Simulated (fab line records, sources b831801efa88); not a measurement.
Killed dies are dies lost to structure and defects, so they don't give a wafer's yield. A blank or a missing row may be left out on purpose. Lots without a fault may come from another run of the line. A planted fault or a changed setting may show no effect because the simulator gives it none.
fab line records | flow sky130
record lots=6 wafers=18 last_day=49
route steps=708 shown SD_N@350 SD_P@359 RES_XHIGH@360 SALICIDE@361 LI_CONTACT@362 PAD_OPEN@708
lots that met no fault: from a run of the same line without faults
start_h: hours from the record's first day to the start of the lot's first wafer shown | wait_h: hours since the lot's step before | " the same as in the row above | L1.1+2: a row that stands for several wafers | - no value, or no start given | * or withheld: withheld | < > ~ a bound
route shown NAME@n: a module of which the file shows steps, and the number in the route of the first | usual: mean/standard deviation of fault-free wafers | same: alike in all rows | chamber/n: place in a boat | sites: the reading at each site | _std_site: their standard deviation | _edge_site: outer sites' mean less inner sites' | radius_mm: how far each site lies from the wafer's centre | mask NAME#n: copy n | behind: the tool/chamber that last shaped the wafer | hold: why the lot was held/for how many hours/how that ended | device: the transistor (n, p or np) that didn't switch | end of line: the same wafers' tests at the end of the route | a step without rows: its recipe alone | killed: dies lost to structure and defects at the first sort, not the wafer's yield | map: a wafer's dies, x killed, . not, _ none there
set.NAME: the setting as run; set.NAME@STEP: as run at that earlier step | model.NAME: the simulator's own value behind a step, which no gauge read
lots at some steps of the route; a table a step, a row a wafer
services: from which hour (start_h, from the record's first day; less than 0 if before it) a tool's chamber was out of use, for how many hours, and why
## steps
# step SKY_SD_N_OVL_MEAS_08
# usual SD_N_OVL=0.1/1.2
# columns lot.wafer tool chamber start_h wait_h SD_N_OVL[nm]
L535.1 overlay-01 - 706.44 0.1 -1.2
L535.2 " - " " -0.1
L535.3 " - " " -0.9
L538.1 overlay-01 - 727.14 0.1 -1.0
L538.2 " - " " -0.3
L538.4 " - " " 0.3
L539.3 overlay-02 - 739.60 0.1 2.7
L539.4 " - " " 0.7
L539.6 " - " " 1.2
L542.1 overlay-02 - 767.04 0.1 0.3
L542.3 " - " " -2.1
L542.5 " - " " -0.7
L543.1 overlay-02 - 768.24 0.1 -1.2
L543.2 " - " " -2.3
L543.3 " - " " 0.2
L545.2 overlay-02 - 791.04 0.1 -1.3
L545.3 " - " " 0.0
L545.6 " - " " -0.1
# step SKY_SD_N_IMPLANT_09
# recipe species=As energy_kev=50 dose_cm2=4e+15 tilt_deg=0
# step SKY_SD_N_IMPLANT_10
# recipe species=P energy_kev=20 dose_cm2=1e+14 tilt_deg=0
# step SKY_SD_N_STRIP_11
# recipe chemistry=O2/N2 power_w=1400 pressure_mtorr=1500 platen_temp_c=withheld o2_flow_sccm=3000 n2_flow_sccm=300 overash_fraction=0.5
# usual drypump_motor_current_A=5.70/0.14 oes_product_au=0.528/0.0047 strip_time_to_endpoint_s=22.56/0.039
# columns lot.wafer tool chamber start_h wait_h drypump_motor_current_A oes_product_au rf_hours_counter_h strip_time_to_endpoint_s
L535.1 plasma_asher-04 0 706.78 0.1 5.75 0.526 87 22.48
L535.2 " 1 " " 5.89 0.522 87 22.50
L535.3 " 0 " " 5.74 0.532 - 22.48
L538.1 plasma_asher-01 1 727.47 0.1 5.73 0.520 28 22.62
L538.2 " 0 " " 5.50 0.525 28 22.60
L538.4 " 1 " " 5.75 0.523 - 22.58
L539.3 plasma_asher-01 0 739.96 0.1 5.50 0.529 - 22.53
L539.4 " 1 " " 5.74 0.532 - 22.55
L539.6 " 0 " " 5.50 0.525 - 22.50
L542.1 plasma_asher-01 0 767.37 0.1 5.49 0.530 33 22.56
L542.3 " 0 " " 5.49 0.536 - 22.56
L542.5 " 0 " " 5.49 0.530 - 22.57
L543.1 plasma_asher-04 0 768.58 0.1 5.75 0.530 93 22.57
L543.2 " 1 " " 5.87 0.527 93 22.55
L543.3 " 0 " " 5.75 0.536 - 22.58
L545.2 plasma_asher-04 1 791.37 0.1 5.85 0.523 95 22.56
L545.3 " 1 " " 5.85 0.528 - 22.53
L545.6 " 1 " " 5.86 0.525 - 22.60
# step SKY_SD_N_TW_MEAS_12
# usual SD_N_TW=4011/25
# columns lot.wafer tool chamber start_h wait_h SD_N_TW
L535.1 film_metro-03 - 706.88 0.1 3998
L535.2 " - " " 3978
L535.3 " - " " 3995
L538.1 film_metro-03 - 727.57 0.1 3992
L538.2 " - " " 3973
L538.4 " - " " 3997
L539.3 film_metro-03 - 740.04 0.1 4008
L539.4 " - " " 3973
L539.6 " - " " 3988
L542.1 film_metro-03 - 767.47 0.1 3971
L542.3 " - " " 3992
L542.5 " - " " 3983
L543.1 film_metro-02 - 768.68 0.1 4017
L543.2 " - " " 4027
L543.3 " - " " 4019
L545.2 film_metro-02 - 791.48 0.1 4030
L545.3 " - " " 4053
L545.6 " - " " 4030
# step SKY_SD_N_CLEAN_13
# recipe chemistry=SC1/SC2 mix=1:4:20 temp_c=70 time_s=150 dry=n2_spin
# step SKY_SD_N_RTA_14
# recipe temp_c=1075 time_s=2 idle_temp_c=650 ramp_up_c_per_s=150 ramp_down_c_per_s=90 ambient=N2
# usual lamp_power_pct=15.73/0.056 wafer_temp_C_max=1078.3/1.4
# columns lot.wafer tool chamber start_h wait_h lamp_power_pct wafer_temp_C_max
L535.1 rtp_anneal-02 0 706.99 0.0 15.65 1080.7
L535.2 " 0 " " 15.69 1077.6
L535.3 " 0 " " 15.82 1081.0
L538.1 rtp_anneal-01 0 727.69 0.0 15.69 1077.6
L538.2 " 0 " " 15.71 1080.9
L538.4 " 0 " " 15.77 1078.5
L539.3 rtp_anneal-02 0 740.16 0.0 15.70 1077.5
L539.4 " 0 " " 15.81 1077.5
L539.6 " 0 " " 15.73 1075.6
L542.1 rtp_anneal-01 0 767.58 0.0 15.68 1079.9
L542.3 " 0 " " 15.71 1076.5
L542.5 " 0 " " 15.81 1077.4
L543.1 rtp_anneal-02 0 768.79 0.0 15.76 1079.3
L543.2 " 0 " " 15.74 1077.3
L543.3 " 0 " " 15.70 1079.9
L545.2 rtp_anneal-02 0 791.60 0.0 15.69 1080.0
L545.3 " 0 " " 15.63 1077.6
L545.6 " 0 " " 15.66 1079.0
# step SKY_SD_N_RS_MEAS_16
# recipe thk_meas_gauge=four-point-probe
# usual SD_N_RS=68.54/0.11
# columns lot.wafer tool chamber start_h wait_h SD_N_RS[ohm/sq]
L535.1 film_metro-02 - 707.16 0.1 68.64
L535.2 " - " " 68.66
L535.3 " - " " 68.50
L538.1 film_metro-02 - 727.86 0.1 68.44
L538.2 " - " " 68.53
L538.4 " - " " 68.50
L539.3 film_metro-01 - 740.35 0.1 68.55
L539.4 " - " " 68.51
L539.6 " - " " 68.48
L542.1 film_metro-02 - 767.76 0.1 68.43
L542.3 " - " " 68.47
L542.5 " - " " 68.56
L543.1 film_metro-01 - 769.00 0.1 68.53
L543.2 " - " " 68.42
L543.3 " - " " 68.61
L545.2 film_metro-03 - 791.78 0.1 68.76
L545.3 " - " " 68.58
L545.6 " - " " 68.64
# step SKY_SD_N_RS_MEAS_17
# recipe thk_meas_gauge=four-point-probe
# usual SD_P_RS=147.1/0.3
# columns lot.wafer tool chamber start_h wait_h SD_P_RS[ohm/sq]
L535.1 film_metro-02 - 707.28 0.1 147.1
L535.2 " - " " 147.4
L535.3 " - " " 147.2
L538.1 film_metro-02 - 727.98 0.1 146.7
L538.2 " - " " 146.8
L538.4 " - " " 147.0
L539.3 film_metro-01 - 740.47 0.1 147.3
L539.4 " - " " 146.8
L539.6 " - " " 147.2
L542.1 film_metro-02 - 767.88 0.1 147.0
L542.3 " - " " 147.1
L542.5 " - " " 146.7
L543.1 film_metro-01 - 769.12 0.1 147.2
L543.2 " - " " 146.8
L543.3 " - " " 147.2
L545.2 film_metro-03 - 791.90 0.1 147.4
L545.3 " - " " 147.7
L545.6 " - " " 147.4
# step SKY_SD_N_RS_MEAS_18
# recipe thk_meas_gauge=four-point-probe
# usual RES_XHIGH_RS=333.2/1.3
# columns lot.wafer tool chamber start_h wait_h RES_XHIGH_RS[ohm/sq]
L535.1 film_metro-02 - 707.40 0.1 332.5
L535.2 " - " " 333.3
L535.3 " - " " 332.6
L538.1 film_metro-02 - 728.10 0.1 333.1
L538.2 " - " " 332.0
L538.4 " - " " 332.0
L539.3 film_metro-01 - 740.59 0.1 333.7
L539.4 " - " " 334.1
L539.6 " - " " 333.8
L542.1 film_metro-02 - 768.00 0.1 332.2
L542.3 " - " " 331.7
L542.5 " - " " 333.2
L543.1 film_metro-01 - 769.24 0.1 331.8
L543.2 " - " " 332.6
L543.3 " - " " 331.7
L545.2 film_metro-03 - 792.02 0.1 332.8
L545.3 " - " " 332.6
L545.6 " - " " 334.5
# step SKY_SALICIDE_CLEAN_00
# recipe chemistry=HF-last time_s=30 dilution=100:1 dry=ipa_marangoni
# step SKY_LI_CONTACT_HDPCVD_00
# recipe material=PSG target_thk_nm=930 sigma_open_frac=0.3 time_s=155 temp_c=600 sih4_flow_sccm=60 pressure_mtorr=6
# usual pressure_mtorr=6.001/0.011 run_length_s=183.2/0.85
# columns lot.wafer tool chamber start_h wait_h pressure_mtorr run_length_s model.PSG_of_LI_CONTACT_HDPCVD_00.thk_nm
L535.1 hdpcvd-01 2 707.54 0.0 5.986 182.2 910.9
L535.2 " 1 " " 5.992 181.7 928.8
L535.3 " 0 " " 5.994 182.8 908.3
L538.1 hdpcvd-02 2 728.24 0.0 5.996 183.9 920.4
L538.2 " 0 " " 6.001 184.0 933.4
L538.4 " 0 " " 5.988 183.9 925.3
L539.3 hdpcvd-02 0 740.69 0.0 6.000 183.8 926.8
L539.4 " 0 " " 5.989 184.5 914.7
L539.6 " 2 " " 5.989 184.0 912.4
L542.1 hdpcvd-01 0 768.14 0.0 6.004 183.0 949.1
L542.3 " 2 " " 5.999 183.0 925.6
L542.5 " 0 " " 6.013 183.0 926.1
L543.1 hdpcvd-02 1 769.38 0.0 6.016 183.0 950.5
L543.2 " 2 " " 5.989 184.0 939.3
L543.3 " 0 " " 5.995 197.3 1001
L545.2 hdpcvd-02 1 792.14 0.0 6.003 182.6 926.2
L545.3 " 0 " " 5.988 196.2 1002
L545.6 " 2 " " 5.972 183.8 934.7
# step SKY_LI_CONTACT_THK_MEAS_01
# recipe reads=PSG_of_LI_CONTACT_HDPCVD_00
# usual LI_CONTACT_HDPCVD_THK=931/9.3
# columns lot.wafer tool chamber start_h wait_h LI_CONTACT_HDPCVD_THK[nm]
L535.1 film_metro-02 - 707.64 0.1 910
L535.2 " - " " 929
L535.3 " - " " 908
L538.1 film_metro-03 - 728.34 0.1 920
L538.2 " - " " 934
L538.4 " - " " 925
L539.3 film_metro-03 - 740.81 0.1 927
L539.4 " - " " 915
L539.6 " - " " 913
L542.1 film_metro-03 - 768.24 0.1 949
L542.3 " - " " 925
L542.5 " - " " 927
L543.1 film_metro-02 - 769.48 0.1 951
L543.2 " - " " 940
L543.3 " - " " 1000
L545.2 film_metro-03 - 792.25 0.1 926
L545.3 " - " " 1002
L545.6 " - " " 934
# step SKY_LI_CONTACT_CMP_02
# recipe material=PSG down_force_psi=4 platen_rpm=60 pad_velocity_m_s=0.94248
# usual motor_current_A=12.2/1.1 time_to_endpoint_s=32.7/2.4
# columns lot.wafer tool chamber start_h wait_h motor_current_A time_to_endpoint_s
L535.1 cmp-01 3 707.84 0.2 12.6 29.6
L535.2 " 1 " " 12.3 33.1
L535.3 " 2 " " 11.5 31.2
L538.1 cmp-01 1 728.45 0.1 12.4 33.6
L538.2 " 2 " " 11.4 34.0
L538.4 " 3 " " 12.7 33.8
L539.3 cmp-02 0 740.85 0.0 10.1 30.3
L539.4 " 1 " " 14.5 29.5
L539.6 " 1 " " 15.0 27.6
L542.3 cmp-02 1 768.40 0.1 15.0 30.0
L542.1 " 2 " " 12.9 33.9
L542.5 " 3 " " 12.5 30.7
L543.1 cmp-01 2 769.54 0.1 11.9 35.2
L543.2 " 0 " " 12.6 34.0
L543.3 " 1 " " 12.2 42.3
L545.3 cmp-01 0 792.40 0.1 12.3 39.8
L545.2 " 1 " " 12.1 35.0
L545.6 " 3 " " 12.2 32.0
# step SKY_LI_CONTACT_BOW_MEAS_03
# recipe mode=bow
# usual LI_CONTACT_BOW=56/7
# columns lot.wafer tool chamber start_h wait_h LI_CONTACT_BOW[um]
L535.1 film_metro-03 - 708.14 0.2 58
L535.2 " - " " 49
L535.3 " - " " 61
L538.1 film_metro-01 - 728.70 0.2 51
L538.2 " - " " 56
L538.4 " - " " 55
L539.3 film_metro-02 - 741.19 0.3 55
L539.4 " - " " 55
L539.6 " - " " 53
L542.1 film_metro-01 - 768.60 0.1 40
L542.3 " - " " 57
L542.5 " - " " 58
L543.1 film_metro-02 - 769.84 0.2 62
L543.2 " - " " 67
L543.3 " - " " 51
L545.2 film_metro-03 - 792.62 0.1 55
L545.3 " - " " 62
L545.6 " - " " 46
# step SKY_PAD_OPEN_PROBE_99
# usual killed_at_M0_to_M3=44/7 killed_at_M4_up=3.4/1.7 killed_at_contacts=24/4.9 killed_at_front_end=15/4.5 killed_at_other=0.4/0.61 killed_dies=86/9.7 killed_open=47/7.1 killed_short=39/6.1
# same gross_dies=492 killed_at_back_side=0
# columns lot.wafer tool chamber start_h wait_h killed_at_M0_to_M3 killed_at_M4_up killed_at_contacts killed_at_front_end killed_at_other killed_dies killed_open killed_short
L535.1 prober-01 - 1120.56 0.1 49 5 26 16 0 96 55 41
L535.2 prober-01 - 1120.61 0.1 38 6 31 17 0 92 51 41
L535.3 prober-01 - 1120.66 0.2 44 2 30 15 0 91 54 37
L538.1 prober-02 - 1136.15 0.1 53 1 24 12 1 91 50 40
L538.2 prober-02 - 1136.20 0.1 40 4 26 19 2 91 49 40
L538.4 prober-02 - 1136.30 0.2 33 3 20 12 0 68 38 30
L539.3 prober-01 - 1146.31 0.2 33 7 20 13 1 74 42 30
L539.4 prober-01 - 1146.36 0.2 43 5 23 9 0 80 42 38
L539.6 prober-01 - 1146.46 0.2 36 3 24 12 1 76 39 35
L542.1 prober-02 - 1162.85 0.1 32 1 22 11 0 66 41 25
L542.3 prober-02 - 1162.95 0.2 45 3 24 16 0 88 48 40
L542.5 prober-02 - 1163.05 0.2 46 2 19 23 2 92 37 53
L543.1 prober-01 - 1169.29 0.1 55 3 17 11 0 86 40 45
L543.2 prober-01 - 1169.34 0.1 36 4 27 11 0 78 47 31
L543.3 prober-01 - 1169.39 0.2 31 6 19 15 1 72 39 31
L545.2 prober-01 - 1177.59 0.1 45 2 20 13 0 80 38 42
L545.3 prober-01 - 1177.64 0.2 40 3 25 16 0 84 54 29
L545.6 prober-01 - 1177.79 0.2 40 5 23 20 0 88 43 45
# killed by level:class
L535.1 VIA3:geometric_particle:open=10 VIA2:geometric_particle:open=8 VIA1:geometric_particle:open=8 CONTACT:geometric_particle:open=7 LI_CONTACT:geometric_particle:open=7 VIA1:geometric_particle:short=6 METAL2:geometric_particle:short=6 LOCAL_INTERCONNECT:geometric_particle:short=5
L535.2 CONTACT:geometric_particle:open=13 VIA1:geometric_particle:open=10 CONTACT:geometric_particle:short=7 VIA2:geometric_particle:open=6 FIELD_ISO:geometric_particle:open=5 METAL4:geometric_particle:short=5 POLY_GATE:geometric_particle:open=4 LI_CONTACT:geometric_particle:short=4
L535.3 VIA1:geometric_particle:open=19 CONTACT:geometric_particle:open=15 FIELD_ISO:geometric_particle:short=5 POLY_GATE:geometric_particle:short=5 CONTACT:geometric_particle:short=5 VIA2:geometric_particle:open=5 LI_CONTACT:geometric_particle:open=4 VIA3:geometric_particle:open=4
L538.1 VIA1:geometric_particle:open=13 CONTACT:geometric_particle:open=12 VIA2:geometric_particle:open=7 METAL2:geometric_particle:short=6 POLY_GATE:geometric_particle:short=5 VIA2:geometric_particle:short=5 CONTACT:geometric_particle:short=4 METAL1:geometric_particle:short=4
L538.2 CONTACT:geometric_particle:open=11 CONTACT:geometric_particle:short=7 VIA1:geometric_particle:open=7 VIA3:geometric_particle:open=7 METAL1:geometric_particle:short=6 VIA2:geometric_particle:open=5 FIELD_ISO:geometric_particle:open=4 FIELD_ISO:geometric_particle:short=4
L538.4 CONTACT:geometric_particle:open=12 VIA2:geometric_particle:open=7 CONTACT:geometric_particle:short=5 METAL1:geometric_particle:short=5 VIA1:geometric_particle:open=5 VIA1:geometric_particle:short=5 FIELD_ISO:geometric_particle:open=3 POLY_GATE:geometric_particle:short=3
L539.3 VIA3:geometric_particle:open=8 CONTACT:geometric_particle:open=8 VIA1:geometric_particle:open=7 FIELD_ISO:geometric_particle:open=4 VIA1:geometric_particle:short=4 LI_CONTACT:geometric_particle:open=4 VIA2:geometric_particle:open=4 METAL4:geometric_particle:short=4
L539.4 VIA1:geometric_particle:open=11 CONTACT:geometric_particle:open=9 VIA3:geometric_particle:open=8 METAL1:geometric_particle:short=7 CONTACT:geometric_particle:short=6 METAL4:geometric_particle:short=4 VIA1:geometric_particle:short=4 VIA2:geometric_particle:short=4
L539.6 VIA1:geometric_particle:open=10 CONTACT:geometric_particle:open=9 LI_CONTACT:geometric_particle:open=6 METAL2:geometric_particle:short=6 FIELD_ISO:geometric_particle:short=5 LOCAL_INTERCONNECT:geometric_particle:short=4 VIA1:geometric_particle:short=4 CONTACT:geometric_particle:short=3
L542.1 CONTACT:geometric_particle:open=10 VIA2:geometric_particle:open=8 LI_CONTACT:geometric_particle:open=7 VIA3:geometric_particle:open=7 METAL1:geometric_particle:short=6 SPACER:geometric_particle:short=4 VIA1:geometric_particle:open=4 FIELD_ISO:geometric_particle:open=3
L542.3 CONTACT:geometric_particle:open=12 VIA1:geometric_particle:open=10 METAL3:geometric_particle:short=8 METAL1:geometric_particle:short=6 FIELD_ISO:geometric_particle:open=5 METAL2:geometric_particle:short=5 VIA2:geometric_particle:open=5 FIELD_ISO:geometric_particle:short=4
L542.5 METAL1:geometric_particle:short=12 FIELD_ISO:geometric_particle:short=10 VIA1:geometric_particle:open=7 METAL2:geometric_particle:short=7 VIA2:geometric_particle:open=7 CONTACT:geometric_particle:open=6 FIELD_ISO:geometric_particle:open=5 CONTACT:geometric_particle:short=5
L543.1 METAL2:geometric_particle:short=10 VIA3:geometric_particle:open=9 VIA1:geometric_particle:open=8 CONTACT:geometric_particle:short=7 METAL1:geometric_particle:short=6 VIA2:geometric_particle:short=6 VIA2:geometric_particle:open=5 CONTACT:geometric_particle:open=4
L543.2 VIA2:geometric_particle:open=10 VIA1:geometric_particle:open=10 CONTACT:geometric_particle:open=9 LI_CONTACT:geometric_particle:open=6 CONTACT:geometric_particle:short=6 POLY_GATE:geometric_particle:open=3 LI_CONTACT:geometric_particle:short=3 LOCAL_INTERCONNECT:geometric_particle:short=3
L543.3 VIA1:geometric_particle:open=9 LI_CONTACT:geometric_particle:open=6 CONTACT:geometric_particle:open=6 METAL3:geometric_particle:short=6 POLY_GATE:geometric_particle:open=4 LOCAL_INTERCONNECT:geometric_particle:short=4 METAL4:geometric_particle:short=4 POLY_GATE:geometric_particle:short=3
L545.2 CONTACT:geometric_particle:open=9 VIA2:geometric_particle:open=9 METAL2:geometric_particle:short=8 VIA3:geometric_particle:open=6 FIELD_ISO:geometric_particle:short=5 VIA1:geometric_particle:open=5 LOCAL_INTERCONNECT:geometric_particle:short=5 VIA1:geometric_particle:short=5
L545.3 VIA1:geometric_particle:open=9 LI_CONTACT:geometric_particle:open=9 VIA2:geometric_particle:open=7 VIA3:geometric_particle:open=7 POLY_GATE:geometric_particle:open=6 LOCAL_INTERCONNECT:geometric_particle:short=6 FIELD_ISO:geometric_particle:open=5 CONTACT:geometric_particle:open=5
L545.6 POLY_GATE:geometric_particle:short=10 CONTACT:geometric_particle:open=9 VIA2:geometric_particle:open=7 VIA1:geometric_particle:open=7 METAL1:geometric_particle:short=6 LI_CONTACT:geometric_particle:open=5 VIA1:geometric_particle:short=5 LOCAL_INTERCONNECT:geometric_particle:short=4
## services
# columns tool chamber start_h hours kind
cmp-02 - 685.62 4.6 pm
cmp-02 - 690.23 15.8 pm
cmp-02 - 706.75 5.2 repair
cmp-02 - 707.29 1.0 repair
cmp-01 - 712.02 1.1 repair
cmp-02 - 712.35 2.3 repair
cmp-02 - 744.00 4.0 pm
cmp-02 - 748.00 - consumable_replace:conditioner
cmp-02 - 748.00 - consumable_replace:pad
cmp-01 - 764.36 0.8 repair
plasma_asher-04 - 779.63 7.0 repair
cmp-01 - 784.77 2.9 repair
cmp-02 - 787.81 5.6 pm
## key
first_sign step=SKY_LI_CONTACT_HDPCVD_00 reading=run_length_s direction=up sigmas=16 usual=* struck=*
effect step=SKY_LI_CONTACT_THK_MEAS_01 reading=LI_CONTACT_HDPCVD_THK direction=up sigmas=7.5 usual=931 struck=1001
effect step=SKY_LI_CONTACT_CMP_02 reading=time_to_endpoint_s direction=up sigmas=3.5 usual=* struck=*
model_effect step=SKY_LI_CONTACT_HDPCVD_00 value=PSG_of_LI_CONTACT_HDPCVD_00.thk_nm without=925.3 struck=1001
met_at SKY_LI_CONTACT_HDPCVD_00
struck_wafers L543.3,L545.3
tester_left_out L543,L545
onset_between 740.69 769.38
fault kind=process_parameter_drift tool=hdpcvd-02 chamber=0 onset_h=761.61 steps=SKY_LI_CONTACT_HDPCVD_00 channel=time_s offset=* shape=step end_h=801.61 acts_in=* stated=*
# tester_left_out: of these lots the tester's yield and bins aren't shown, on N5 and GAA mostly nor the transistor test; their killed dies are dies lost to structure and defects alone, not to doping, threshold or leakage, so they don't give the yield
